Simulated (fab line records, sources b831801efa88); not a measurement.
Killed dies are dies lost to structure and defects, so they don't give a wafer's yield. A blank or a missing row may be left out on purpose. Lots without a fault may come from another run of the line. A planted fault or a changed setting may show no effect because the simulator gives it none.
A struck lot beside a sound one | flow sky130 | 38 steps out of a route of 708
Sound: wafers L242.1, L242.3, L242.6. Struck: wafers L238.2, L238.5. The cause comes at the end.
At each step with rows: each side's tool, then ch and its chambers, then its first start. Under that, the readings that differ: sound wafers | struck wafers | difference of the means | sigmas: that difference in standard deviations of wafers without a fault.
alike: readings whose means differ by less than 2 such deviations, and words and numbers that are the same on both sides. not compared: withheld readings, readings that some wafer has no value for, bounds like >300 that may hide the same value, and numbers for which the record gives no deviation and whose values overlap.
The two part at a step that has a row with sigmas, a row that says differs or no value, or rows on one side only. Numbers that don't overlap but have no deviation are shown without sigmas and don't part them. A reading that every wafer of one side lacks parts them only if that side has two wafers or more.

first, 9 steps without rows for these wafers: SKY_VIA2_SPUTTER_20 (material TiN, target thk 20 nm, time 80 s); SKY_VIA2_CVD_21 (deposits W, target thk 420 nm, time 126.4 s); SKY_VIA2_CMP_24 (polishes, stops on SiO2, t overpolish 20 s, target thk 0 nm); SKY_METAL3_SPUTTER_00 (material Ti, target thk 15 nm, time 10 s); SKY_METAL3_SPUTTER_01 (material TiN, target thk 20 nm, time 16.7 s); SKY_METAL3_SPUTTER_02 (material AlCu, target thk 735 nm, time 39.1 s); SKY_METAL3_SPUTTER_03 (material Ti, target thk 5 nm, time 3.3 s); SKY_METAL3_SPUTTER_04 (material TiN, target thk 70 nm, time 58.3 s); SKY_CAPM_CVD_00 (deposits SiO2, target thk 15.5 nm).
SKY_CAPM_SPUTTER_02: material TiN, target thk 200 nm, time 166.7 s.
  sound on pvd_sputter-04, day 43 03:54; struck on pvd_sputter-03, day 41 21:03
  reading                                  | sound             | struck      | difference | sigmas
  model.TiN_of_CAPM_SPUTTER_02.thk_nm (nm) | 197.1 198.6 196.4 | 132.5 132.5 | -64.9      |
  alike: cathode_dc_power_W, throttle_valve_pct
SKY_CAPM_RS_MEAS_03: measures by four-point-probe.
  sound on film_metro-04, day 43 04:01; struck on film_metro-04, day 41 21:11
  reading              | sound          | struck      | difference | sigmas
  CAPM_TIN_RS (ohm/sq) | 7.02 6.97 7.05 | 10.57 10.57 | +3.56      | +47
SKY_CAPM_THK_MEAS_04: measures by xrf.
  sound on film_metro-04, day 43 04:08; struck on film_metro-04, day 41 21:17
  reading           | sound             | struck      | difference | sigmas
  CAPM_TIN_THK (nm) | 196.0 197.2 194.6 | 131.4 131.5 | -64.5      | -27
then, 7 steps without rows for these wafers: SKY_CAPM_DEHYDRATE_05 (time 60 s); SKY_CAPM_HMDS_06 (prime time 60 s); SKY_CAPM_COAT_07 (resist thk 1140 nm); SKY_CAPM_SOFTBAKE_08 (time 60 s); SKY_CAPM_EXPOSE_09 (exposes mask CAPM, target cd 1000 nm); SKY_CAPM_PEB_10; SKY_CAPM_DEVELOP_11 (develop time 60 s).
SKY_CAPM_METAL_ETCH_13: etches TiN in Cl2/BCl3, stops on SiO2, target depth 220 nm, time 62.9 s.
  sound on rie_metal-03 ch 0,1, day 44 02:17; struck on rie_metal-02 ch 0,1, day 42 19:53
  reading                | sound                | struck        | difference | sigmas
  oes_product_au (a.u.)  | 0.928 0.930 0.932    | 0.754 0.752   | -0.177     | -23
  throttle_valve_pct (%) | 21.914 21.907 21.922 | 22.042 22.026 | +0.120     | +14
  alike: bias_w, drypump_motor_current_A
  not compared: rf_hours_counter_h
then, 16 steps without rows for these wafers: SKY_CAPM_STRIP_14 (strips in O2/N2); SKY_CAPM_STRIP_15 (strips in post etch residue remover, time 1200 s); SKY_CAPM_CLEAN_16 (cleans in IPA, time 180 s); SKY_CAPM_CLEAN_17 (cleans in O3/DIW); SKY_METAL3_DEHYDRATE_05 (time 60 s); SKY_METAL3_HMDS_06 (prime time 60 s); SKY_METAL3_COAT_07 (resist thk 60 nm); SKY_METAL3_COAT_08 (resist thk 1140 nm); SKY_METAL3_SOFTBAKE_09 (time 90 s); SKY_METAL3_EXPOSE_10 (exposes mask MM3, target cd 300 nm); SKY_METAL3_PEB_11; SKY_METAL3_DEVELOP_12 (develop time 60 s); SKY_METAL3_DESCUM_15 (chemistry O2, time 8 s); SKY_METAL3_ETCH_16 (etches BARC in N2/H2, stops on SiO2, time 88.2 s, target depth 60 nm); SKY_METAL3_ETCH_17 (etches SiO2 in C4F8/O2/Ar, stops on TiN, time 3.9 s, target depth 15 nm); SKY_METAL3_METAL_ETCH_18 (etches the open film in Cl2/BCl3, stops on SiO2, target depth 845 nm, time 183.1 s).
SKY_METAL3_STRIP_20: strips in post etch residue remover, time 1200 s.
  sound on wet_bench-01 ch 0, day 45 01:51; struck on wet_bench-02 ch 2, day 43 19:53
  reading                                  | sound             | struck      | difference | sigmas
  model.TiN_of_CAPM_SPUTTER_02.thk_nm (nm) | 196.2 197.8 195.6 | 131.6 131.6 | -64.9      |
-- the record jumps here: 6 days lie between the struck wafers' starts before and after (it left off in module METAL3 and takes up again in module PAD_OPEN, whose first step shown is number 708 of the route) --
SKY_PAD_OPEN_PROBE_99:
  the record has rows for the struck wafers here (prober-02, day 50 01:13) and none for the sound ones

WHERE THEY PART
First at SKY_CAPM_RS_MEAS_03; last, within this record, at SKY_PAD_OPEN_PROBE_99.

WHY: what the simulator had put in
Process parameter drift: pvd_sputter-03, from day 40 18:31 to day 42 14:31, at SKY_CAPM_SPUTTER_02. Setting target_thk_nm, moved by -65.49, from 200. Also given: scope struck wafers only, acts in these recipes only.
